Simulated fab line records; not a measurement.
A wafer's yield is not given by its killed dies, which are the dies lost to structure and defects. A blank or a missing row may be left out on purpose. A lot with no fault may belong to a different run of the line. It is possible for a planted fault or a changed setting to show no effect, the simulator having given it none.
fab line records + flow sky130
record
- lots=13
- wafers=38
- last-day=50
route steps=708 shown FIELD_ISO@5 NWELL@63 PAD_OPEN@708
lots that met no fault: taken from a fault-free run of the same line
start-h: hours from the record's first day to the start of the lot's first wafer shown + wait-h: hours from the lot's prior step to this one + " repeats the value in the row above + L1.1+2: a single row standing in for several wafers + - either no value or no given start + * or withheld: withheld + < > ~ a bound
route shown NAME@n: NAME is a module with steps in the file, n the number in the route of the first one + usual: mean/standard deviation of fault-free wafers + same: alike in all rows + chamber/n: place in a boat + sites: each site's reading + _std_site: their standard deviation + _edge_site: inner sites' mean taken away from outer sites' mean + radius-mm: how far each site lies from the wafer's centre + mask NAME#n: copy n + behind: the last tool/chamber to shape the wafer + hold: why the lot went on hold/how many hours it stayed there/how the hold came to an end + device: whichever transistor did not switch (one of n, p or np) + end of line: at the end of the route, the tests of the same wafers + a step given without rows: its recipe and nothing more + killed: dies that structure and defects cost at the first sort, which is not the same as the wafer's yield + map: the dies of a wafer, with x for killed, . for not killed, _ for no die there
set.NAME: setting as actually run; set.NAME@STEP: the setting as run at that earlier step + model.NAME: the simulator's own value behind a step, which no gauge read
route steps across a sampled set of lots; one table per step, one row per wafer
services: from which hour (start-h, from the record's first day; less than 0 if before it) a tool's chamber was out of use, for how many hours, and why
## steps
# step SKY_FIELD_ISO_THK_MEAS_04
# recipe
- reads=Si3N4_of_FIELD_ISO_CVD_03
# usual
- FIELD_ISO_CVD_03_THK=165.6/1.5
| lot.wafer | tool          | chamber | start-h | wait-h | FIELD_ISO_CVD_03_THK[nm] |
|-----------|---------------|---------|---------|--------|--------------------------|
| L615.1    | film-metro-02 | -       | 15.30   | 0.0    | 167.7                    |
| L615.2    | "             | -       | "       | "      | 166.9                    |
| L615.3    | "             | -       | "       | "      | 167.0                    |
| L616.2    | film-metro-03 | -       | 20.71   | 0.0    | 164.9                    |
| L616.4    | "             | -       | "       | "      | 167.1                    |
| L616.5    | "             | -       | "       | "      | 166.0                    |
| L617.4    | film-metro-03 | -       | 23.87   | 0.0    | 165.8                    |
| L617.5    | "             | -       | "       | "      | 166.5                    |
| L617.6    | "             | -       | "       | "      | 166.2                    |
| L620.1    | film-metro-03 | -       | 39.58   | 0.0    | 167.6                    |
| L620.2    | "             | -       | "       | "      | 167.5                    |
| L620.6    | "             | -       | "       | "      | 168.0                    |
| L621.2    | film-metro-01 | -       | 45.46   | 0.0    | 164.4                    |
| L621.3    | "             | -       | "       | "      | 164.4                    |
| L621.6    | "             | -       | "       | "      | 165.4                    |
| L622.2    | film-metro-02 | -       | 49.50   | 0.0    | 164.1                    |
| L622.3    | "             | -       | "       | "      | 163.1                    |
| L622.4    | "             | -       | "       | "      | 164.5                    |
| L623.2    | film-metro-01 | -       | 53.64   | 0.0    | 164.9                    |
| L623.3    | "             | -       | "       | "      | 165.1                    |
| L623.4    | "             | -       | "       | "      | 165.3                    |
| L625.1    | film-metro-03 | -       | 64.73   | 0.0    | 166.1                    |
| L625.3    | "             | -       | "       | "      | 166.2                    |
| L625.5    | "             | -       | "       | "      | 166.9                    |
| L627.1    | film-metro-02 | -       | 73.48   | 0.0    | 163.7                    |
| L627.3    | "             | -       | "       | "      | 162.6                    |
| L627.5    | "             | -       | "       | "      | 163.8                    |
| L628.2    | film-metro-02 | -       | 78.49   | 0.0    | 165.0                    |
| L628.4    | "             | -       | "       | "      | 164.8                    |
| L628.5    | "             | -       | "       | "      | 165.4                    |
| L632.2    | film-metro-01 | -       | 98.99   | 0.0    | 164.6                    |
| L632.3    | "             | -       | "       | "      | 166.1                    |
| L632.6    | "             | -       | "       | "      | 165.5                    |
| L635.1    | film-metro-01 | -       | 113.98  | 0.0    | 165.0                    |
| L635.3    | "             | -       | "       | "      | 168.1                    |
| L638.2    | film-metro-02 | -       | 130.75  | 0.0    | 164.9                    |
| L638.4    | "             | -       | "       | "      | 164.7                    |
| L638.6    | "             | -       | "       | "      | 163.8                    |
# step SKY_FIELD_ISO_CVD_24
# recipe
- material=SiO2
- target-thk-nm=595
- temp-c=650
- sigma-open-frac=0.3
- time-s=99.2
- sih4-flow-sccm=60
- pressure-mtorr=6
| lot.wafer  | tool      | chamber | start-h | wait-h |
|------------|-----------|---------|---------|--------|
| L615.1+2+3 | hdpcvd-02 | 2,1,0   | 38.31   | 0.1    |
| L616.2+4+5 | hdpcvd-01 | 0,2,1   | 39.48   | 0.0    |
| L617.4+5+6 | hdpcvd-02 | 0,1,2   | 39.51   | 0.1    |
| L620.1+2+6 | hdpcvd-01 | 2,1,0   | 57.37   | 0.1    |
| L621.2+3+6 | hdpcvd-01 | 1,2,2   | 64.12   | 0.0    |
| L622.2+3+4 | hdpcvd-02 | 2,0,0   | 68.30   | 0.0    |
| L623.2+3+4 | hdpcvd-02 | 2,1,0   | 72.86   | 0.0    |
| L625.1+3+5 | hdpcvd-01 | 1,0,0   | 85.96   | 0.1    |
| L627.1+3+5 | hdpcvd-02 | 0,1,2   | 93.09   | 0.1    |
| L628.2+4+5 | hdpcvd-01 | 2,0,2   | 100.74  | 0.0    |
| L632.2+3+6 | hdpcvd-01 | 1,2,2   | 118.65  | 0.0    |
| L635.1+3   | hdpcvd-02 | 1,2     | 134.54  | 0.1    |
| L638.2+4+6 | hdpcvd-02 | 2,0,2   | 151.94  | 0.0    |
# step SKY_FIELD_ISO_THK_MEAS_25
# recipe
- reads=SiO2_of_FIELD_ISO_CVD_24
# usual
- FIELD_ISO_CVD_24_THK=593/7.1
| lot.wafer | tool          | chamber | start-h | wait-h | FIELD_ISO_CVD_24_THK[nm] |
|-----------|---------------|---------|---------|--------|--------------------------|
| L615.1    | film-metro-03 | -       | 38.38   | 0.0    | 601                      |
| L615.2    | "             | -       | "       | "      | 584                      |
| L615.3    | "             | -       | "       | "      | 595                      |
| L616.2    | film-metro-02 | -       | 39.56   | 0.0    | 598                      |
| L616.4    | "             | -       | "       | "      | 592                      |
| L616.5    | "             | -       | "       | "      | 587                      |
| L617.4    | film-metro-01 | -       | 39.58   | 0.0    | 581                      |
| L617.5    | "             | -       | "       | "      | 574                      |
| L617.6    | "             | -       | "       | "      | 600                      |
| L620.1    | film-metro-02 | -       | 57.44   | 0.0    | 595                      |
| L620.2    | "             | -       | "       | "      | 586                      |
| L620.6    | "             | -       | "       | "      | 591                      |
| L621.2    | film-metro-03 | -       | 64.20   | 0.0    | 590                      |
| L621.3    | "             | -       | "       | "      | 594                      |
| L621.6    | "             | -       | "       | "      | 596                      |
| L622.2    | film-metro-01 | -       | 68.38   | 0.0    | 609                      |
| L622.3    | "             | -       | "       | "      | 600                      |
| L622.4    | "             | -       | "       | "      | 591                      |
| L623.2    | film-metro-03 | -       | 72.95   | 0.0    | 607                      |
| L623.3    | "             | -       | "       | "      | 590                      |
| L623.4    | "             | -       | "       | "      | 598                      |
| L625.1    | film-metro-02 | -       | 86.03   | 0.0    | 585                      |
| L625.3    | "             | -       | "       | "      | 582                      |
| L625.5    | "             | -       | "       | "      | 586                      |
| L627.1    | film-metro-03 | -       | 93.16   | 0.0    | 583                      |
| L627.3    | "             | -       | "       | "      | 573                      |
| L627.5    | "             | -       | "       | "      | 593                      |
| L628.2    | film-metro-01 | -       | 100.82  | 0.0    | 596                      |
| L628.4    | "             | -       | "       | "      | 592                      |
| L628.5    | "             | -       | "       | "      | 594                      |
| L632.2    | film-metro-03 | -       | 118.73  | 0.0    | 590                      |
| L632.3    | "             | -       | "       | "      | 594                      |
| L632.6    | "             | -       | "       | "      | 596                      |
| L635.1    | film-metro-03 | -       | 134.61  | 0.0    | 581                      |
| L635.3    | "             | -       | "       | "      | 641                      |
| L638.2    | film-metro-02 | -       | 152.02  | 0.0    | 597                      |
| L638.4    | "             | -       | "       | "      | 628                      |
| L638.6    | "             | -       | "       | "      | 591                      |
# step SKY_NWELL_OVL_MEAS_10
# usual
- NWELL_00_OVL=-1.2/1.3
| lot.wafer | tool       | chamber | start-h | wait-h | NWELL_00_OVL[nm] |
|-----------|------------|---------|---------|--------|------------------|
| L615.1    | overlay-01 | -       | 93.36   | -      | -1.0             |
| L615.2    | "          | -       | "       | "      | 0.1              |
| L615.3    | "          | -       | "       | "      | 0.8              |
| L616.2    | overlay-01 | -       | 96.00   | -      | -1.7             |
| L616.4    | "          | -       | "       | "      | -1.7             |
| L616.5    | "          | -       | "       | "      | -4.1             |
| L617.4    | overlay-02 | -       | 96.52   | -      | -1.2             |
| L617.5    | "          | -       | "       | "      | -2.5             |
| L617.6    | "          | -       | "       | "      | -1.3             |
| L620.1    | overlay-02 | -       | 113.19  | -      | 0.3              |
| L620.2    | "          | -       | "       | "      | 0.1              |
| L620.6    | "          | -       | "       | "      | 0.3              |
| L621.2    | overlay-01 | -       | 120.47  | -      | 0.0              |
| L621.3    | "          | -       | "       | "      | -1.4             |
| L621.6    | "          | -       | "       | "      | -1.4             |
| L622.2    | overlay-01 | -       | 125.37  | -      | -2.1             |
| L622.3    | "          | -       | "       | "      | 0.0              |
| L622.4    | "          | -       | "       | "      | -0.5             |
| L623.2    | overlay-01 | -       | 130.06  | -      | -3.7             |
| L623.3    | "          | -       | "       | "      | -4.0             |
| L623.4    | "          | -       | "       | "      | -2.1             |
| L625.1    | overlay-01 | -       | 154.02  | -      | -2.1             |
| L625.3    | "          | -       | "       | "      | -2.5             |
| L625.5    | "          | -       | "       | "      | -0.5             |
| L627.1    | overlay-02 | -       | 162.06  | -      | -0.8             |
| L627.3    | "          | -       | "       | "      | -0.9             |
| L627.5    | "          | -       | "       | "      | -2.6             |
| L628.2    | overlay-01 | -       | 165.57  | -      | 0.5              |
| L628.4    | "          | -       | "       | "      | -1.9             |
| L628.5    | "          | -       | "       | "      | 1.4              |
| L632.2    | overlay-02 | -       | 183.86  | -      | -1.3             |
| L632.3    | "          | -       | "       | "      | -2.6             |
| L632.6    | "          | -       | "       | "      | -1.8             |
| L635.1    | overlay-01 | -       | 200.19  | -      | -1.9             |
| L635.3    | "          | -       | "       | "      | -0.2             |
| L638.2    | overlay-01 | -       | 220.81  | -      | -2.0             |
| L638.4    | "          | -       | "       | "      | -2.8             |
| L638.6    | "          | -       | "       | "      | -0.6             |
# step SKY_NWELL_STRIP_14
# recipe
- chemistry=O2/N2
- power-w=1400
- pressure-mtorr=1500
- platen-temp-c=withheld
- o2-flow-sccm=3000
- n2-flow-sccm=300
- overash-fraction=0.5
# usual
- chamber-pressure-mTorr=1500.0/1.3
- drypump-motor-current-A=5.67/0.28
- oes-product-au=0.722/0.0043
- strip-time-to-endpoint-s=36.95/0.094
| lot.wafer | tool            | chamber | start-h | wait-h | chamber-pressure-mTorr | drypump-motor-current-A | oes-product-au | rf-hours-counter-h | strip-time-to-endpoint-s |
|-----------|-----------------|---------|---------|--------|------------------------|-------------------------|----------------|--------------------|--------------------------|
| L615.1    | plasma-asher-02 | 0       | 93.84   | 0.1    | 1499.1                 | 6.03                    | 0.725          | 38                 | 36.87                    |
| L615.2    | "               | 1       | "       | "      | 1499.5                 | 5.35                    | 0.725          | 38                 | 36.99                    |
| L615.3    | "               | 0       | "       | "      | 1503.0                 | 6.03                    | 0.722          | -                  | 37.06                    |
| L616.2    | plasma-asher-04 | 0       | 96.48   | 0.1    | 1498.4                 | 5.68                    | 0.724          | 43                 | 36.72                    |
| L616.4    | "               | 0       | "       | "      | 1500.8                 | 5.70                    | 0.724          | -                  | 36.86                    |
| L616.5    | "               | 0       | "       | "      | 1500.9                 | 5.69                    | 0.727          | -                  | 36.85                    |
| L617.4    | plasma-asher-01 | 0       | 97.03   | 0.1    | 1497.8                 | 5.32                    | 0.721          | -                  | 36.96                    |
| L617.5    | "               | 1       | "       | "      | 1500.8                 | 5.82                    | 0.713          | -                  | 36.87                    |
| L617.6    | "               | 0       | "       | "      | 1499.5                 | 5.33                    | 0.720          | -                  | 36.80                    |
| L620.1    | plasma-asher-01 | 1       | 113.71  | 0.1    | 1498.1                 | 5.82                    | 0.717          | 43                 | 36.87                    |
| L620.2    | "               | 0       | "       | "      | 1500.8                 | 5.35                    | 0.718          | 43                 | 36.88                    |
| L620.6    | "               | 1       | "       | "      | 1499.2                 | 5.82                    | 0.725          | -                  | 36.89                    |
| L621.2    | plasma-asher-01 | 0       | 120.95  | 0.1    | 1498.9                 | 5.34                    | 0.719          | 44                 | 36.85                    |
| L621.3    | "               | 0       | "       | "      | 1502.7                 | 5.34                    | 0.725          | -                  | 37.01                    |
| L621.6    | "               | 1       | "       | "      | 1501.5                 | 5.82                    | 0.722          | -                  | 36.86                    |
| L622.2    | plasma-asher-01 | 0       | 125.85  | 0.1    | 1501.9                 | 5.34                    | 0.724          | 45                 | 36.93                    |
| L622.3    | "               | 1       | "       | "      | 1501.5                 | 5.85                    | 0.721          | -                  | 36.93                    |
| L622.4    | "               | 0       | "       | "      | 1499.9                 | 5.34                    | 0.723          | -                  | 36.92                    |
| L623.2    | plasma-asher-02 | 1       | 130.54  | 0.1    | 1497.2                 | 5.35                    | 0.722          | 42                 | 36.90                    |
| L623.3    | "               | 0       | "       | "      | 1497.3                 | 6.04                    | 0.718          | -                  | 36.91                    |
| L623.4    | "               | 1       | "       | "      | 1500.8                 | 5.35                    | 0.721          | -                  | 36.91                    |
| L625.1    | plasma-asher-02 | 1       | 154.50  | 0.1    | 1501.3                 | 5.34                    | 0.724          | 44                 | 37.09                    |
| L625.3    | "               | 0       | "       | "      | 1499.8                 | 6.06                    | 0.728          | -                  | 37.04                    |
| L625.5    | "               | 1       | "       | "      | 1500.6                 | 5.35                    | 0.719          | -                  | 36.91                    |
| L627.1    | plasma-asher-01 | 1       | 162.54  | 0.1    | 1499.2                 | 5.86                    | 0.730          | 48                 | 36.83                    |
| L627.3    | "               | 1       | "       | "      | 1498.1                 | 5.85                    | 0.721          | -                  | 36.85                    |
| L627.5    | "               | 1       | "       | "      | 1500.4                 | 5.84                    | 0.716          | -                  | 36.77                    |
| L628.2    | plasma-asher-04 | 0       | 166.05  | 0.1    | 1500.8                 | 5.66                    | 0.722          | 5                  | 37.01                    |
| L628.4    | "               | 0       | "       | "      | 1501.0                 | 5.70                    | 0.723          | -                  | 37.00                    |
| L628.5    | "               | 1       | "       | "      | 1498.4                 | 5.85                    | 0.718          | -                  | 37.05                    |
| L632.2    | plasma-asher-02 | 0       | 184.34  | 0.1    | 1500.2                 | 6.05                    | 0.716          | 47                 | 37.10                    |
| L632.3    | "               | 0       | "       | "      | 1499.4                 | 6.01                    | 0.726          | -                  | 37.23                    |
| L632.6    | "               | 0       | "       | "      | 1499.6                 | 6.07                    | 0.731          | -                  | 37.11                    |
| L635.1    | plasma-asher-02 | 0       | 200.68  | 0.1    | 1501.4                 | 6.09                    | 0.726          | 49                 | 36.94                    |
| L635.3    | "               | 1       | "       | "      | 1497.7                 | 5.36                    | 0.725          | -                  | 37.15                    |
| L638.2    | plasma-asher-02 | 1       | 221.29  | 0.1    | 1497.7                 | 5.35                    | 0.715          | 51                 | 37.00                    |
| L638.4    | "               | 1       | "       | "      | 1499.0                 | 5.34                    | 0.716          | -                  | 37.11                    |
| L638.6    | "               | 1       | "       | "      | 1500.3                 | 5.35                    | 0.728          | -                  | 37.10                    |
# step SKY_PAD_OPEN_PROBE_99
# usual
- killed_at_M0_to_M3=44/6.9
- killed_at_M4_up=3.3/2.1
- killed-at-contacts=24/4.8
- killed-at-front-end=15/4.4
- killed-at-other=0.2/0.48
- killed-dies=87/9.5
- killed-on-rim=17/4
- killed-open=48/6.5
- killed-short=39/6.3
# same
- gross-dies=492
- killed-at-back-side=0
| lot.wafer | tool      | chamber | start-h | wait-h | killed_at_M0_to_M3 | killed_at_M4_up | killed-at-contacts | killed-at-front-end | killed-at-other | killed-dies | killed-on-rim | killed-open | killed-short |
|-----------|-----------|---------|---------|--------|--------------------|-----------------|--------------------|---------------------|-----------------|-------------|---------------|-------------|--------------|
| L615.1    | prober-01 | -       | 1084.53 | 0.1    | 57                 | 4               | 24                 | 15                  | 0               | 100         | 18            | 48          | 52           |
| L615.2    | prober-01 | -       | 1084.58 | 0.1    | 38                 | 4               | 30                 | 14                  | 1               | 87          | 15            | 49          | 38           |
| L615.3    | prober-01 | -       | 1084.63 | 0.2    | 53                 | 6               | 18                 | 11                  | 1               | 89          | 15            | 41          | 48           |
| L628.2    | prober-01 | -       | 1155.21 | 0.1    | 49                 | 2               | 25                 | 10                  | 0               | 86          | 16            | 49          | 37           |
| L628.4    | prober-01 | -       | 1155.31 | 0.2    | 51                 | 1               | 24                 | 12                  | 0               | 88          | 16            | 47          | 41           |
| L628.5    | prober-01 | -       | 1155.36 | 0.2    | 47                 | 1               | 28                 | 9                   | 0               | 85          | 17            | 46          | 39           |
| L632.2    | prober-01 | -       | 1170.35 | 0.1    | 51                 | 3               | 26                 | 25                  | 0               | 105         | 27            | 60          | 44           |
| L632.6    | prober-01 | -       | 1170.55 | 0.2    | 28                 | 2               | 21                 | 22                  | 0               | 73          | 19            | 40          | 33           |
# killed by level:class
L615.1 VIA1:geometric-particle:open=12 METAL1:geometric-particle:short=8 VIA3:geometric-particle:open=7 LI_CONTACT:geometric-particle:open=6 CONTACT:geometric-particle:short=6 VIA1:geometric-particle:short=6 CONTACT:geometric-particle:open=6 METAL2:geometric-particle:short=6
L615.2 CONTACT:geometric-particle:open=12 LI_CONTACT:geometric-particle:open=10 VIA1:geometric-particle:open=9 VIA3:geometric-particle:short=6 FIELD_ISO:geometric-particle:short=4 VIA1:geometric-particle:short=4 VIA3:geometric-particle:open=4 METAL2:geometric-particle:short=4
L615.3 VIA1:geometric-particle:open=14 VIA1:geometric-particle:short=8 CONTACT:geometric-particle:open=7 METAL1:geometric-particle:short=7 METAL2:geometric-particle:short=7 FIELD_ISO:geometric-particle:short=6 LI_CONTACT:geometric-particle:open=5 VIA2:geometric-particle:open=5
L628.2 VIA1:geometric-particle:open=14 CONTACT:geometric-particle:open=10 LI_CONTACT:geometric-particle:open=7 VIA2:geometric-particle:short=6 VIA3:geometric-particle:open=5 METAL1:geometric-particle:short=5 METAL2:geometric-particle:short=5 VIA2:geometric-particle:open=5
L628.4 CONTACT:geometric-particle:open=13 VIA1:geometric-particle:open=12 CONTACT:geometric-particle:short=7 METAL2:geometric-particle:short=7 METAL1:geometric-particle:short=7 VIA2:geometric-particle:open=7 VIA2:geometric-particle:short=5 VIA3:geometric-particle:open=4
L628.5 CONTACT:geometric-particle:open=11 VIA1:geometric-particle:open=8 VIA3:geometric-particle:open=7 METAL2:geometric-particle:short=6 CONTACT:geometric-particle:short=5 VIA2:geometric-particle:open=5 METAL3:geometric-particle:short=5 LI_CONTACT:geometric-particle:open=4
L632.2 VIA2:geometric-particle:open=14 VIA1:geometric-particle:open=11 LI_CONTACT:geometric-particle:open=9 METAL1:geometric-particle:short=7 FIELD_ISO:geometric-particle:open=6 POLY_GATE:geometric-particle:open=6 VIA2:geometric-particle:short=6 LOCAL_INTERCONNECT:geometric-particle:short=6
L632.6 CONTACT:geometric-particle:open=9 VIA2:geometric-particle:open=7 POLY_GATE:geometric-particle:short=6 VIA1:geometric-particle:open=6 FIELD_ISO:geometric-particle:short=5 CONTACT:geometric-particle:short=5 METAL1:geometric-particle:short=5 FIELD_ISO:geometric-particle:open=4
## services
| tool            | chamber | start-h | hours | kind       |
|-----------------|---------|---------|-------|------------|
| plasma-asher-02 | -       | 38.25   | 14.6  | pm         |
| hdpcvd-01       | -       | 45.85   | 1.5   | repair     |
| hdpcvd-01       | -       | 66.75   | 15.0  | pm         |
| hdpcvd-01       | 0       | 66.75   | 15.0  | vent-cycle |
| hdpcvd-01       | 1       | 66.75   | 15.0  | vent-cycle |
| hdpcvd-01       | 2       | 66.75   | 15.0  | vent-cycle |
| hdpcvd-02       | 1       | 75.23   | 10.1  | repair     |
| plasma-asher-04 | -       | 75.52   | 1.9   | repair     |
| hdpcvd-01       | 0       | 81.75   | -     | clean      |
| hdpcvd-01       | 1       | 81.75   | -     | clean      |
| hdpcvd-01       | 2       | 81.75   | -     | clean      |
| hdpcvd-02       | -       | 97.88   | 5.5   | pm         |
| plasma-asher-04 | -       | 108.75  | 9.0   | pm         |
| plasma-asher-04 | 0       | 108.75  | 9.0   | vent-cycle |
| plasma-asher-04 | 1       | 108.75  | 9.0   | vent-cycle |
| plasma-asher-02 | -       | 109.30  | 1.4   | repair     |
| hdpcvd-01       | -       | 111.10  | 6.0   | pm         |
| plasma-asher-04 | 0       | 117.75  | -     | clean      |
| plasma-asher-04 | 1       | 117.75  | -     | clean      |
| hdpcvd-01       | -       | 140.97  | 0.6   | repair     |
| plasma-asher-02 | -       | 155.98  | 1.5   | repair     |
| plasma-asher-01 | -       | 204.45  | 7.6   | repair     |
## key
first-sign
- step=SKY_FIELD_ISO_THK_MEAS_25
- reading=FIELD_ISO_CVD_24_THK
- direction=up
- sigmas=5.8
- usual=593
- struck=635
effect none on later readings
met-at SKY_FIELD_ISO_CVD_24
struck-lots L635,L638
struck-wafers L635.3,L638.4
tester-left-out L635,L638
not-acting-at SKY_FIELD_ISO_THK_MEAS_04,SKY_NWELL_OVL_MEAS_10,SKY_NWELL_STRIP_14
onset-between 93.09 134.54
fault
- kind=process-parameter-drift
- tool=hdpcvd-02
- chamber=-
- onset-h=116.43
- steps=SKY_FIELD_ISO_CVD_24
- channel=target-thk-nm
- offset=40.832
- shape=step
- end-h=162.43
- scope=struck-wafers-only
- acts-in=these-recipes-only
- stated=595
# tester-left-out: of these lots the tester's yield and bins aren't shown, on N5 and GAA mostly nor the transistor test; their killed dies are dies lost to structure and defects alone, not to doping, threshold or leakage, so they don't give the yield
